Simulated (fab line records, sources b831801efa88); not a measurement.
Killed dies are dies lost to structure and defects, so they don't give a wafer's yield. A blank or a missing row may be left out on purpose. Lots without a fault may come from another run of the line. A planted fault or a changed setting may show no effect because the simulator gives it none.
Chamber matching | flow sky130 | SKY_VIA1_CMP_02 on cmp-02: 4 sister chambers
The step polishes SiO2. 17 wafers are shown with their chamber, then 8 later ones without.

WAFERS WITH THEIR CHAMBER
wafer  | chamber | motor_current_A (A) | retaining_ring_pressure_frac | platen_rpm (rpm)
L735.2 | 0       | 12.1                | 0.995                        | 60.04
L735.3 | 2       | 11.6                | 1.002                        | 60.04
L735.5 | 3       | 10.9                | 0.991                        | 59.97
L736.3 | 2       | 11.6                | 1.007                        | 59.97
L736.5 | 0       | 12.1                | 0.997                        | 60.02
L736.6 | 3       | 11.1                | 1.005                        | 59.96
L737.3 | 3       | 10.8                | 0.996                        | 60.01
L737.4 | 1       | 14.1                | 1.005                        | 60.04
L737.5 | 0       | 13.0                | 1.000                        | 60.03
L738.2 | 2       | 11.4                | 1.000                        | 60.03
L738.5 | 2       | 11.4                | 0.998                        | 60.06
L743.1 | 0       | 12.2                | 0.995                        | 60.00
L743.6 | 3       | 11.2                | 1.002                        | 60.03
L750.1 | 3       | 11.0                | 1.004                        | 60.03
L750.3 | 0       | 12.9                | 0.991                        | 60.03
L750.4 | 2       | 12.0                | 0.993                        | 59.98
L752.1 | 1       | 14.0                | 1.000                        | 59.97

SIGNATURES (means of the wafers above)
reading                      | chamber 0 | chamber 1 | chamber 2 | chamber 3 | scatter within a chamber
motor_current_A              | 12.460    | 14.050    | 11.600    | 11.000    | 0.298
retaining_ring_pressure_frac | 0.99560   | 1.00250   | 1.00000   | 0.99960   | 0.00483
platen_rpm                   | 60.0240   | 60.0050   | 60.0160   | 60.0000   | 0.0327
Rule: a wafer's distance from a chamber is the root of the sum, over the readings, of the square of ((its reading less the chamber's mean) divided by the reading's scatter). The wafer belongs to the nearest chamber; if the next one is less than 2 further off, it can't be placed. The scatter: the root of (the sum of the squares of (reading less its chamber's mean) over the shown wafers, divided by (wafers less chambers)).

WAFERS WITHOUT THEIR CHAMBER
wafer  | motor_current_A (A) | retaining_ring_pressure_frac | platen_rpm (rpm)
L752.2 | 11.8                | 1.002                        | 60.02
L752.6 | 10.9                | 0.998                        | 60.00
L754.2 | 12.6                | 1.001                        | 59.92
L754.4 | 11.1                | 1.005                        | 59.99
L754.6 | 12.7                | 0.998                        | 59.97
L756.1 | 13.9                | 1.001                        | 59.97
L756.2 | 11.1                | 1.007                        | 60.03
L756.4 | 11.3                | 0.995                        | 59.96

WHICH CHAMBER EACH WENT THROUGH
wafer  | from the rows above          | in truth
L752.2 | can't be placed: 2 or 0 or 3 | 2
L752.6 | can't be placed: 3 or 2      | 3
L754.2 | can't be placed: 0 or 2      | 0
L754.4 | can't be placed: 3 or 2      | 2
L754.6 | 0                            | 0
L756.1 | 1                            | 1
L756.2 | can't be placed: 3 or 2      | 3
L756.4 | can't be placed: 3 or 2      | 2
Placed correctly: 2 of 8. Can't be placed from these rows: 6 (the true chamber is among the candidates in 6). Placed wrongly: 0.
